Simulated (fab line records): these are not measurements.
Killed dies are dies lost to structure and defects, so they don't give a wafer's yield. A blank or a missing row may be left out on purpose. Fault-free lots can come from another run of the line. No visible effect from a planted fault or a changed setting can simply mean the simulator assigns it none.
Which of the tools did it? | flow gf180mcu | Sampling: 14 lots, 42 wafers, 3 of 602 route steps

## WHAT THE GAUGES SHOWED, per wafer
GF_MVPSD_OVL_MEAS_07.
lot  | measured     | on         | MVPSD_OVL (nm)
L982 | day 5 11:50  | overlay-02 | 0.9 1.2 1.5
L984 | day 5 18:46  | overlay-02 | -0.9 1.6 1.4
L985 | day 6 04:19  | overlay-01 | 0.8 -1.2 0.1
L986 | day 6 05:41  | overlay-02 | 0.6 -0.4 -0.6
L988 | day 6 17:31  | overlay-01 | -0.3 -0.3 -1.0
L989 | day 6 23:49  | overlay-02 | 1.2 -1.2 1.4
L990 | day 7 04:05  | overlay-01 | -0.5 -0.1 -0.4
L991 | day 7 12:17  | overlay-01 | -1.5 -0.1 -2.7
L995 | day 8 09:52  | overlay-02 | 2.1 -1.4 -1.6
L101 | day 9 22:19  | overlay-01 | -2.1 -1.1 -1.2
L102 | day 10 04:58 | overlay-01 | 1.6 0.9 0.1
L103 | day 10 09:11 | overlay-01 | 0.0 -0.7 0.0
L104 | day 10 17:20 | overlay-02 | -1.0 0.6 2.5
L105 | day 11 00:41 | overlay-01 | -1.2 -2.0 -1.2

GF_MVPSD_TW_MEAS_11.
lot  | measured     | on            | MVPSD_TW
L982 | day 5 12:16  | film-metro-03 | 560 561 558
L984 | day 5 19:12  | film-metro-03 | 563 558 558
L985 | day 6 04:46  | film-metro-04 | 560 561 555
L986 | day 6 06:07  | film-metro-04 | 563 559 559
L988 | day 6 17:57  | film-metro-01 | 552 551 549
L989 | day 7 00:15  | film-metro-04 | 558 558 558
L990 | day 7 04:31  | film-metro-03 | 559 558 559
L991 | day 7 12:43  | film-metro-03 | 562 555 561
L995 | day 8 10:19  | film-metro-04 | 558 553 555
L101 | day 9 22:46  | film-metro-04 | 557 560 561
L102 | day 10 05:25 | film-metro-04 | 561 564 559
L103 | day 10 09:37 | film-metro-04 | 562 564 563
L104 | day 10 17:46 | film-metro-03 | 561 562 565
L105 | day 11 01:08 | film-metro-04 | 556 555 557

## WHICH TOOL RAN EACH LOT (tool, then ch and the chambers of the sampled wafers, then the start)
lot  | GF_NWELL_STRIP_10
L982 | plasma-asher-04 ch 0,1, day 3 16:37
L984 | plasma-asher-03 ch 0,1, day 3 22:46
L985 | plasma-asher-02 ch 0,1, day 4 07:12
L986 | plasma-asher-02 ch 0,1, day 4 08:51
L988 | plasma-asher-02 ch 0,1, day 4 19:30
L989 | plasma-asher-04 ch 0,1, day 5 00:57
L990 | plasma-asher-02 ch 0,1, day 5 04:52
L991 | plasma-asher-02 ch 1, day 5 11:46
L995 | plasma-asher-02 ch 0,1, day 6 08:54
L101 | plasma-asher-02 ch 0,1, day 7 16:22
L102 | plasma-asher-03 ch 0,1, day 7 23:00
L103 | plasma-asher-04 ch 0,1, day 8 03:28
L104 | plasma-asher-03 ch 0,1, day 8 10:07
L105 | plasma-asher-04 ch 0,1, day 8 16:33
- GF_NWELL_STRIP_10: strips in O2/N2.

## AS READ BY THE TOOLS THEMSELVES (means over the sampled wafers that have a number; for cases with no such wafer, the mark the record gives instead)
GF_NWELL_STRIP_10.
lot  | tool            | drypump-motor-current-A (A) | heater-power-w (W) | oes-product-au (a.u.) | strip-time-to-endpoint-s (s)
L982 | plasma-asher-04 | 6.3                         | 337                | 0.721                 | 36.93
L984 | plasma-asher-03 | 5.9                         | 326                | 0.723                 | 37.06
L985 | plasma-asher-02 | 5.5                         | 325                | 0.720                 | 36.83
L986 | plasma-asher-02 | 5.5                         | 323                | 0.724                 | 36.91
L988 | plasma-asher-02 | 5.3                         | 323                | 0.717                 | 36.90
L989 | plasma-asher-04 | 6.3                         | 340                | 0.723                 | 36.99
L990 | plasma-asher-02 | 5.3                         | 324                | 0.723                 | 36.92
L991 | plasma-asher-02 | 5.1                         | 325                | 0.719                 | 36.89
L995 | plasma-asher-02 | 5.5                         | 334                | 0.725                 | 37.05
L101 | plasma-asher-02 | 5.3                         | 333                | 0.720                 | 36.94
L102 | plasma-asher-03 | 5.6                         | 321                | 0.726                 | 36.95
L103 | plasma-asher-04 | 6.5                         | 336                | 0.725                 | 37.00
L104 | plasma-asher-03 | 5.5                         | 316                | 0.722                 | 36.97
L105 | plasma-asher-04 | 6.3                         | 338                | 0.720                 | 37.04

## THE ANSWER, worked out from the rows above alone
Rule: usual is defined by the lots themselves. The widest of any qualifying gaps counts: lots, ordered by their means at a reading, are off when they make up no more than a third of the lots, leave a main group of 4 or more, and stand apart from it by 3 or more times the standard deviation of that group's means. A main group is skipped when, at the precision printed for the reading in the tables above, its means are all equal. Also off: a lot with no number at a reading for which 4 or more lots have one. The other lots that the step has rows for count as sound. After the gauges, taken in route order, come the tools' own readings; for these a lot's mean is taken, as printed above. The first step at which some lot is off is used, and at that step the reading that is off furthest; a lot without a number counts as furthest.
No lot is off on any of the readings shown, so nothing can be concluded from this.

## WHAT WAS PUT IN BY THE SIMULATOR
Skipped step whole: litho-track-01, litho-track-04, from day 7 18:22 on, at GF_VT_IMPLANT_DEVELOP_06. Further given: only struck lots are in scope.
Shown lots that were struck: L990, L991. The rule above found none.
